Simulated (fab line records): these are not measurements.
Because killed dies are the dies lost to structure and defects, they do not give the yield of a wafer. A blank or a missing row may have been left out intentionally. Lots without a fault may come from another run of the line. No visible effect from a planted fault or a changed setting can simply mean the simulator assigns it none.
A struck lot beside a sound one || flow sky130 || 18 steps out of a route of 708
Sound: the wafers L600.2, L600.4, L600.6. Struck: wafers L613.1, L613.3, L613.5. At the end, the cause is stated.
Order at every step that has rows: each side's tool, ch and its chambers, its first start. Under that, the readings that differ: sound wafers || struck wafers || difference of the means || sigmas: that difference in standard deviations of wafers without a fault.
alike: a reading whose means differ by less than 2 such deviations, as well as words and numbers matching on both sides. not compared: withheld readings; readings where some wafer has no value; bounds like >300 that might hide an equal value; numbers whose values overlap and for which the record gives no deviation.
A row with sigmas, a row that says differs or no value, or rows on one side alone: a step with any of these is where the two part. Numbers that don't overlap but have no deviation are shown without sigmas and don't part them. Lack of a reading on every wafer of one side parts them only where that side has two or more wafers.

first, 3 steps without rows for these wafers: SKY_SONOS_ONO_WET_ETCH_18 (etches Si3N4 in H3PO4, target depth 15 nm, time 172 s); SKY_GATE_OXIDE_CLEAN_00 (cleans in SC1/SC2, time 150 s); SKY_GATE_OXIDE_OXIDATION_01 (stabilise 600 s, purge 300 s, target thk 10.268 nm).
SKY_GATE_OXIDE_THK_MEAS_02:
  struck on film metro-03, day 17 08:19; sound on film metro-03, day 13 00:33
  alike: GATE_OXIDE_OXIDATION_00_THK
then, 7 steps without rows for these wafers: SKY_GATE_OXIDE_DEHYDRATE_03 (time 60 s); SKY_GATE_OXIDE_HMDS_04 (prime time 60 s); SKY_GATE_OXIDE_COAT_05 (resist thk 1140 nm); SKY_GATE_OXIDE_SOFTBAKE_06 (time 60 s); SKY_GATE_OXIDE_EXPOSE_07 (exposes mask LVOM, target cd 600 nm); SKY_GATE_OXIDE_PEB_08; SKY_GATE_OXIDE_DEVELOP_09 (develop time 60 s).
SKY_GATE_OXIDE_OVL_MEAS_10:
  struck on overlay-01, day 18 13:32; sound on overlay-02, day 14 01:25
  alike: GATE_OXIDE_OVL
SKY_GATE_OXIDE_IMPLANT_11:
  sound on implanter-03 ch 0, day 14 01:28; struck on implanter-04 ch 0, day 18 13:53
then, 1 step without rows for these wafers: SKY_GATE_OXIDE_WET_ETCH_12 (etches SiO2 in dHF, target depth 16.8 nm, time 336 s).
SKY_GATE_OXIDE_STRIP_13: strips in O2/N2.
  sound on plasma asher-03 ch 0,1, day 14 01:43; struck on plasma asher-01 ch 0,1, day 18 14:08
  alike: drypump motor current A, oes product au, strip time to endpoint s
  not compared: rf hours counter h
SKY_GATE_OXIDE_TW_MEAS_14:
  struck on film metro-01, day 18 14:14; sound on film metro-03, day 14 01:49
{"reading": "GATE_OXIDE_TW", "sound": "221.9 220.4 220.3", "struck": "271.0 271.5 272.1", "difference": "+50.7", "sigmas": "+22"}
then, 2 steps without rows for these wafers: SKY_GATE_OXIDE_CLEAN_15 (cleans in SC1/SC2, time 150 s); SKY_PAD_OPEN_PROBE_99.

## WHERE THEY PART
At SKY_GATE_OXIDE_TW_MEAS_14 and nowhere else, as far as this record goes.

WHY: whatever the simulator had introduced
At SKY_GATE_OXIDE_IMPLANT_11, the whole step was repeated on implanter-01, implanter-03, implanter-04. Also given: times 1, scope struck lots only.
